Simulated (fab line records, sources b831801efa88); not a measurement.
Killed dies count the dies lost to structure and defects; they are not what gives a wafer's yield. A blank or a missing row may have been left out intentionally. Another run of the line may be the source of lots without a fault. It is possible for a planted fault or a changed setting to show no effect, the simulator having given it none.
Which tool was responsible? / flow sfq_line / 14 lots, 42 wafers sampled, at 5 steps of a route of 325

## WHAT EACH GAUGE READ, for each wafer
SFQ_JJ_OVL_MEAS_931. Usual: J5_OVL 1 nm, standard deviation 5.6.
lot=L808; measured=day 55 22:50; on=overlay-01; J5_OVL (nm)=1 -4 1; flag=
lot=L810; measured=day 56 01:15; on=overlay-01; J5_OVL (nm)=-3 -4 -5; flag=
lot=L811; measured=day 56 02:28; on=overlay-01; J5_OVL (nm)=0 1 -4; flag=
lot=L812; measured=day 56 03:40; on=overlay-01; J5_OVL (nm)=3 2 4; flag=
lot=L813; measured=day 56 04:50; on=overlay-01; J5_OVL (nm)=3 2 0; flag=
lot=L815; measured=day 56 07:14; on=overlay-01; J5_OVL (nm)=8 9 15; flag=
lot=L816; measured=day 56 08:26; on=overlay-01; J5_OVL (nm)=-5 -5 -8; flag=
lot=L817; measured=day 56 09:38; on=overlay-01; J5_OVL (nm)=2 4 5; flag=
lot=L818; measured=day 56 10:50; on=overlay-01; J5_OVL (nm)=11 12 5; flag=
lot=L819; measured=day 56 12:02; on=overlay-01; J5_OVL (nm)=0 6 -1; flag=
lot=L821; measured=day 56 14:27; on=overlay-01; J5_OVL (nm)=9 9 8; flag=
lot=L825; measured=day 59 19:43; on=overlay-02; J5_OVL (nm)=0 -5 -1; flag=
lot=L827; measured=day 62 07:32; on=overlay-01; J5_OVL (nm)=-4 -3 0; flag=
lot=L828; measured=day 63 02:43; on=overlay-02; J5_OVL (nm)=0 7 -2; flag=

## TOOL THAT RAN EACH LOT (tool first, then ch and the chambers of the sampled wafers, then the start)
lot=L808; SFQ_TRILAYER_M4_STRIP_STRIP_097=rie_metal-03 ch 1, day 44 22:08; SFQ_TRILAYER_I4_VIA_LITHO_COAT_108=litho_track-04 ch 0, day 45 05:35; SFQ_TRILAYER_I4_VIA_BARC_OPEN_VIA_ETCH_146=rie_diel-02 ch 1,2, day 50 17:07; SFQ_TRILAYER_JJ_TRILAYER_DEP_SPUTTER_110=pvd_sputter-04, day 50 18:08
lot=L810; SFQ_TRILAYER_M4_STRIP_STRIP_097=rie_metal-02 ch 0,1, day 45 00:24; SFQ_TRILAYER_I4_VIA_LITHO_COAT_108=litho_track-02 ch 0, day 45 08:38; SFQ_TRILAYER_I4_VIA_BARC_OPEN_VIA_ETCH_146=rie_diel-01 ch 0,2,3, day 50 20:43; SFQ_TRILAYER_JJ_TRILAYER_DEP_SPUTTER_110=pvd_sputter-04, day 50 21:44
lot=L811; SFQ_TRILAYER_M4_STRIP_STRIP_097=rie_metal-02 ch 0,1, day 45 03:01; SFQ_TRILAYER_I4_VIA_LITHO_COAT_108=litho_track-02 ch 0, day 45 14:41; SFQ_TRILAYER_I4_VIA_BARC_OPEN_VIA_ETCH_146=rie_diel-03 ch 1,2, day 51 00:19; SFQ_TRILAYER_JJ_TRILAYER_DEP_SPUTTER_110=pvd_sputter-03, day 51 01:20
lot=L812; SFQ_TRILAYER_M4_STRIP_STRIP_097=rie_metal-04 ch 0,1, day 45 16:05; SFQ_TRILAYER_I4_VIA_LITHO_COAT_108=litho_track-02 ch 0, day 46 04:41; SFQ_TRILAYER_I4_VIA_BARC_OPEN_VIA_ETCH_146=rie_diel-02 ch 0,1,2, day 51 12:19; SFQ_TRILAYER_JJ_TRILAYER_DEP_SPUTTER_110=pvd_sputter-03, day 51 13:20
lot=L813; SFQ_TRILAYER_M4_STRIP_STRIP_097=rie_metal-04 ch 0, day 45 23:42; SFQ_TRILAYER_I4_VIA_LITHO_COAT_108=litho_track-04 ch 0, day 46 11:32; SFQ_TRILAYER_I4_VIA_BARC_OPEN_VIA_ETCH_146=rie_diel-02 ch 1,2,3, day 51 20:43; SFQ_TRILAYER_JJ_TRILAYER_DEP_SPUTTER_110=pvd_sputter-04, day 51 21:44
lot=L815; SFQ_TRILAYER_M4_STRIP_STRIP_097=rie_metal-03 ch 1, day 46 06:12; SFQ_TRILAYER_I4_VIA_LITHO_COAT_108=litho_track-03 ch 0, day 46 19:35; SFQ_TRILAYER_I4_VIA_BARC_OPEN_VIA_ETCH_146=rie_diel-01 ch 2,3, day 52 03:55; SFQ_TRILAYER_JJ_TRILAYER_DEP_SPUTTER_110=pvd_sputter-04, day 52 04:56
lot=L816; SFQ_TRILAYER_M4_STRIP_STRIP_097=rie_metal-03 ch 1, day 46 20:32; SFQ_TRILAYER_I4_VIA_LITHO_COAT_108=litho_track-02 ch 0, day 47 08:35; SFQ_TRILAYER_I4_VIA_BARC_OPEN_VIA_ETCH_146=rie_diel-01 ch 0,1,3, day 52 12:19; SFQ_TRILAYER_JJ_TRILAYER_DEP_SPUTTER_110=pvd_sputter-04, day 52 13:20
lot=L817; SFQ_TRILAYER_M4_STRIP_STRIP_097=rie_metal-04 ch 0,1, day 47 02:24; SFQ_TRILAYER_I4_VIA_LITHO_COAT_108=litho_track-03 ch 0, day 47 11:32; SFQ_TRILAYER_I4_VIA_BARC_OPEN_VIA_ETCH_146=rie_diel-02 ch 1,2, day 52 14:43; SFQ_TRILAYER_JJ_TRILAYER_DEP_SPUTTER_110=pvd_sputter-03, day 52 15:44
lot=L818; SFQ_TRILAYER_M4_STRIP_STRIP_097=rie_metal-03 ch 0,1, day 47 10:59; SFQ_TRILAYER_I4_VIA_LITHO_COAT_108=litho_track-03 ch 0, day 48 01:55; SFQ_TRILAYER_I4_VIA_BARC_OPEN_VIA_ETCH_146=rie_diel-02 ch 1,2,3, day 53 01:31; SFQ_TRILAYER_JJ_TRILAYER_DEP_SPUTTER_110=pvd_sputter-05, day 53 02:32
lot=L819; SFQ_TRILAYER_M4_STRIP_STRIP_097=rie_metal-03 ch 0,1, day 47 19:23; SFQ_TRILAYER_I4_VIA_LITHO_COAT_108=litho_track-04 ch 0, day 48 10:55; SFQ_TRILAYER_I4_VIA_BARC_OPEN_VIA_ETCH_146=rie_diel-02 ch 0,3, day 53 08:43; SFQ_TRILAYER_JJ_TRILAYER_DEP_SPUTTER_110=pvd_sputter-05, day 53 09:45
lot=L821; SFQ_TRILAYER_M4_STRIP_STRIP_097=rie_metal-03 ch 0,1, day 48 14:36; SFQ_TRILAYER_I4_VIA_LITHO_COAT_108=litho_track-04 ch 0, day 49 08:01; SFQ_TRILAYER_I4_VIA_BARC_OPEN_VIA_ETCH_146=rie_diel-02 ch 0,1,3, day 54 00:26; SFQ_TRILAYER_JJ_TRILAYER_DEP_SPUTTER_110=pvd_sputter-05, day 54 01:28
lot=L825; SFQ_TRILAYER_M4_STRIP_STRIP_097=rie_metal-02 ch 0,1, day 55 01:28; SFQ_TRILAYER_I4_VIA_LITHO_COAT_108=litho_track-03 ch 0, day 55 06:38; SFQ_TRILAYER_I4_VIA_BARC_OPEN_VIA_ETCH_146=rie_diel-01 ch 0,3, day 59 15:10; SFQ_TRILAYER_JJ_TRILAYER_DEP_SPUTTER_110=pvd_sputter-03, day 59 16:11
lot=L827; SFQ_TRILAYER_M4_STRIP_STRIP_097=rie_metal-04 ch 0,1, day 56 11:27; SFQ_TRILAYER_I4_VIA_LITHO_COAT_108=litho_track-03 ch 0, day 56 16:38; SFQ_TRILAYER_I4_VIA_BARC_OPEN_VIA_ETCH_146=rie_diel-02 ch 0,1,3, day 62 02:46; SFQ_TRILAYER_JJ_TRILAYER_DEP_SPUTTER_110=pvd_sputter-05, day 62 03:49
lot=L828; SFQ_TRILAYER_M4_STRIP_STRIP_097=rie_metal-03 ch 0,1, day 57 01:59; SFQ_TRILAYER_I4_VIA_LITHO_COAT_108=litho_track-03 ch 0, day 57 07:12; SFQ_TRILAYER_I4_VIA_BARC_OPEN_VIA_ETCH_146=rie_diel-03 ch 0,1,2, day 62 17:10; SFQ_TRILAYER_JJ_TRILAYER_DEP_SPUTTER_110=pvd_sputter-04, day 62 18:11
- SFQ_TRILAYER_M4_STRIP_STRIP_097: strips in O2.
- SFQ_TRILAYER_I4_VIA_LITHO_COAT_108: resist thk 62 nm.
- SFQ_TRILAYER_I4_VIA_BARC_OPEN_VIA_ETCH_146: etches BARC in O2, target depth 125 nm, time 41.7 s.
- SFQ_TRILAYER_JJ_TRILAYER_DEP_SPUTTER_110: material Al, target thk 8 nm, time 10 s.

## WHAT THE TOOLS THEMSELVES READ (means of the sampled wafers that have a number; where no wafer has one, the mark that the record gives instead)
SFQ_TRILAYER_M4_STRIP_STRIP_097. Usual: drypump_motor_current_A 5.86 A, standard deviation 0.24; oes_product_au 1.002 a.u., standard deviation 0.0081.
lot=L808; tool=rie_metal-03; drypump_motor_current_A (A)=5.74; oes_product_au (a.u.)=0.992; flag=
lot=L810; tool=rie_metal-02; drypump_motor_current_A (A)=5.75; oes_product_au (a.u.)=1.004; flag=
lot=L811; tool=rie_metal-02; drypump_motor_current_A (A)=6.02; oes_product_au (a.u.)=1.007; flag=
lot=L812; tool=rie_metal-04; drypump_motor_current_A (A)=6.04; oes_product_au (a.u.)=1.003; flag=
lot=L813; tool=rie_metal-04; drypump_motor_current_A (A)=5.80; oes_product_au (a.u.)=1.011; flag=
lot=L815; tool=rie_metal-03; drypump_motor_current_A (A)=5.75; oes_product_au (a.u.)=1.002; flag=
lot=L816; tool=rie_metal-03; drypump_motor_current_A (A)=5.73; oes_product_au (a.u.)=0.992; flag=
lot=L817; tool=rie_metal-04; drypump_motor_current_A (A)=5.89; oes_product_au (a.u.)=0.998; flag=
lot=L818; tool=rie_metal-03; drypump_motor_current_A (A)=5.78; oes_product_au (a.u.)=0.999; flag=
lot=L819; tool=rie_metal-03; drypump_motor_current_A (A)=5.78; oes_product_au (a.u.)=1.004; flag=
lot=L821; tool=rie_metal-03; drypump_motor_current_A (A)=5.80; oes_product_au (a.u.)=1.001; flag=
lot=L825; tool=rie_metal-02; drypump_motor_current_A (A)=5.75; oes_product_au (a.u.)=1.011; flag=
lot=L827; tool=rie_metal-04; drypump_motor_current_A (A)=6.04; oes_product_au (a.u.)=1.001; flag=
lot=L828; tool=rie_metal-03; drypump_motor_current_A (A)=5.85; oes_product_au (a.u.)=0.996; flag=

SFQ_TRILAYER_I4_VIA_LITHO_COAT_108. Usual: chill_plate_temp_C 23.03 C, standard deviation 0.11.
lot=L808; tool=litho_track-04; chill_plate_temp_C (C)=23.01; flag=
lot=L810; tool=litho_track-02; chill_plate_temp_C (C)=23.03; flag=
lot=L811; tool=litho_track-02; chill_plate_temp_C (C)=22.98; flag=
lot=L812; tool=litho_track-02; chill_plate_temp_C (C)=22.99; flag=
lot=L813; tool=litho_track-04; chill_plate_temp_C (C)=22.97; flag=
lot=L815; tool=litho_track-03; chill_plate_temp_C (C)=23.16; flag=
lot=L816; tool=litho_track-02; chill_plate_temp_C (C)=22.93; flag=
lot=L817; tool=litho_track-03; chill_plate_temp_C (C)=23.00; flag=
lot=L818; tool=litho_track-03; chill_plate_temp_C (C)=22.92; flag=
lot=L819; tool=litho_track-04; chill_plate_temp_C (C)=23.18; flag=
lot=L821; tool=litho_track-04; chill_plate_temp_C (C)=22.97; flag=
lot=L825; tool=litho_track-03; chill_plate_temp_C (C)=23.08; flag=
lot=L827; tool=litho_track-03; chill_plate_temp_C (C)=23.11; flag=
lot=L828; tool=litho_track-03; chill_plate_temp_C (C)=23.04; flag=

SFQ_TRILAYER_I4_VIA_BARC_OPEN_VIA_ETCH_146. Usual: drypump_motor_current_A 5.8 A, standard deviation 0.41; oes_product_au 0.685 a.u., standard deviation 0.005.
lot=L808; tool=rie_diel-02; drypump_motor_current_A (A)=5.9; oes_product_au (a.u.)=0.683; flag=
lot=L810; tool=rie_diel-01; drypump_motor_current_A (A)=6.1; oes_product_au (a.u.)=0.686; flag=
lot=L811; tool=rie_diel-03; drypump_motor_current_A (A)=6.3; oes_product_au (a.u.)=0.683; flag=
lot=L812; tool=rie_diel-02; drypump_motor_current_A (A)=5.8; oes_product_au (a.u.)=0.682; flag=
lot=L813; tool=rie_diel-02; drypump_motor_current_A (A)=5.8; oes_product_au (a.u.)=0.682; flag=
lot=L815; tool=rie_diel-01; drypump_motor_current_A (A)=6.4; oes_product_au (a.u.)=0.681; flag=
lot=L816; tool=rie_diel-01; drypump_motor_current_A (A)=5.9; oes_product_au (a.u.)=0.685; flag=
lot=L817; tool=rie_diel-02; drypump_motor_current_A (A)=5.9; oes_product_au (a.u.)=0.682; flag=
lot=L818; tool=rie_diel-02; drypump_motor_current_A (A)=5.7; oes_product_au (a.u.)=0.690; flag=
lot=L819; tool=rie_diel-02; drypump_motor_current_A (A)=5.6; oes_product_au (a.u.)=0.689; flag=
lot=L821; tool=rie_diel-02; drypump_motor_current_A (A)=5.6; oes_product_au (a.u.)=0.685; flag=
lot=L825; tool=rie_diel-01; drypump_motor_current_A (A)=6.3; oes_product_au (a.u.)=0.683; flag=
lot=L827; tool=rie_diel-02; drypump_motor_current_A (A)=5.6; oes_product_au (a.u.)=0.699; flag=
lot=L828; tool=rie_diel-03; drypump_motor_current_A (A)=5.9; oes_product_au (a.u.)=0.698; flag=

SFQ_TRILAYER_JJ_TRILAYER_DEP_SPUTTER_110. Usual: chamber_pressure_pa 0.3999 Pa, standard deviation 0.00078; throttle_valve_pct 30.4 %, standard deviation 0.97.
lot=L808; tool=pvd_sputter-04; chamber_pressure_pa (Pa)=0.3991; throttle_valve_pct (%)=30.9; flag=
lot=L810; tool=pvd_sputter-04; chamber_pressure_pa (Pa)=0.3999; throttle_valve_pct (%)=29.8; flag=
lot=L811; tool=pvd_sputter-03; chamber_pressure_pa (Pa)=0.3999; throttle_valve_pct (%)=30.1; flag=
lot=L812; tool=pvd_sputter-03; chamber_pressure_pa (Pa)=0.4002; throttle_valve_pct (%)=31.3; flag=
lot=L813; tool=pvd_sputter-04; chamber_pressure_pa (Pa)=0.3997; throttle_valve_pct (%)=30.9; flag=
lot=L815; tool=pvd_sputter-04; chamber_pressure_pa (Pa)=0.3994; throttle_valve_pct (%)=30.8; flag=
lot=L816; tool=pvd_sputter-04; chamber_pressure_pa (Pa)=0.4003; throttle_valve_pct (%)=30.5; flag=
lot=L817; tool=pvd_sputter-03; chamber_pressure_pa (Pa)=0.3996; throttle_valve_pct (%)=29.4; flag=
lot=L818; tool=pvd_sputter-05; chamber_pressure_pa (Pa)=0.3995; throttle_valve_pct (%)=29.9; flag=
lot=L819; tool=pvd_sputter-05; chamber_pressure_pa (Pa)=0.4008; throttle_valve_pct (%)=30.1; flag=
lot=L821; tool=pvd_sputter-05; chamber_pressure_pa (Pa)=0.4001; throttle_valve_pct (%)=30.2; flag=
lot=L825; tool=pvd_sputter-03; chamber_pressure_pa (Pa)=0.4005; throttle_valve_pct (%)=30.1; flag=
lot=L827; tool=pvd_sputter-05; chamber_pressure_pa (Pa)=0.4010; throttle_valve_pct (%)=30.9; flag=
lot=L828; tool=pvd_sputter-04; chamber_pressure_pa (Pa)=0.3996; throttle_valve_pct (%)=30.0; flag=

## THE ANSWER, worked out from the rows above alone
Rule: a lot counts as off when the mean over its wafers that have a number is more than 3 standard deviations away from the usual mean. A lot without any number at a reading at which 4 lots or more have one is off too. The other lots that the step has rows for count as sound. The gauges are gone through in route order, then the tools' own readings, and for those a lot's mean is taken as printed above. At the first step where some lot is off, the reading lying furthest off is the one used; lots without a number count as furthest.
Nothing can be told from this: no lot is off at any reading shown.

## WHAT THE SIMULATOR HAD PUT IN
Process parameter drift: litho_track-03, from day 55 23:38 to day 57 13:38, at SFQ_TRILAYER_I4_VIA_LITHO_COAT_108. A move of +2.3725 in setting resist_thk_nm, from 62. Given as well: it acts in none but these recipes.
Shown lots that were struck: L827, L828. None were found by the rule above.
